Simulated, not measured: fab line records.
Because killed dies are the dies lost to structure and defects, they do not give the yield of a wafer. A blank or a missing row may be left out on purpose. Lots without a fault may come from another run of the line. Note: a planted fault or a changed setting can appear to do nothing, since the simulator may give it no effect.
A single fault, viewed from 2 desks ; flow gf180mcu ; each desk has only its own numbers; what lay behind them comes last

## TOOL OWNER'S DESK, furnace-02
The tool's own readings at GF_DUAL_GATE_OXIDATION_15 (stabilise 600 s, purge 300 s, target thk 7.098 nm): means of the sampled wafers that have a number, for each lot that ran on this tool. Any lot whose mean is over 4 standard deviations away from the usual mean is out of limits and marked OUT; that distance is given in the brackets.
Columns: A = spike_tc_top_C at GF_DUAL_GATE_OXIDATION_15, usual 860.7 C; B = tube_center_temp_C_max at GF_DUAL_GATE_OXIDATION_15, usual 852.2; C = zone_power_centre_pct at GF_DUAL_GATE_OXIDATION_15, usual 19.8 %
lot;first seen here;A;B;C
L978;day 11 13:51;858.4;852.2;20.4
L979;day 11 18:59;858.2;852.0;20.3
L988;day 14 15:19;858.7;852.3;20.4
This desk's verdict: no lot among the 3 shows anything out of limits.

## METROLOGY DESK
What the gauges read for every lot (on any tool): the sampled wafers with a number, averaged. Any lot whose mean is over 4 standard deviations away from the usual mean is out of limits and marked OUT; that distance is given in the brackets.
Columns: A = DUAL_GATE_OXIDATION_00_THK at GF_DUAL_GATE_THK_MEAS_03, usual 10.76 nm; B = DUAL_GATE_OVL at GF_DUAL_GATE_OVL_MEAS_11, usual 0.1 nm
lot;first seen here;A;B
L971;day 8 16:05;11.24;-0.4
L978;day 10 18:57;10.18;-1.4
L979;day 11 00:59;10.53;-0.6
L981;day 11 12:58;10.92;0.1
L988;day 13 14:59;10.64;-0.9
L990;day 14 01:59;10.67;-0.3
This desk's verdict: no lot among the 6 shows anything out of limits.

## PUT TOGETHER
The tool owner's desk saw nothing out of limits.
From the metrology desk's view, nothing was out of limits.

## WHAT THE SIMULATOR PUT IN
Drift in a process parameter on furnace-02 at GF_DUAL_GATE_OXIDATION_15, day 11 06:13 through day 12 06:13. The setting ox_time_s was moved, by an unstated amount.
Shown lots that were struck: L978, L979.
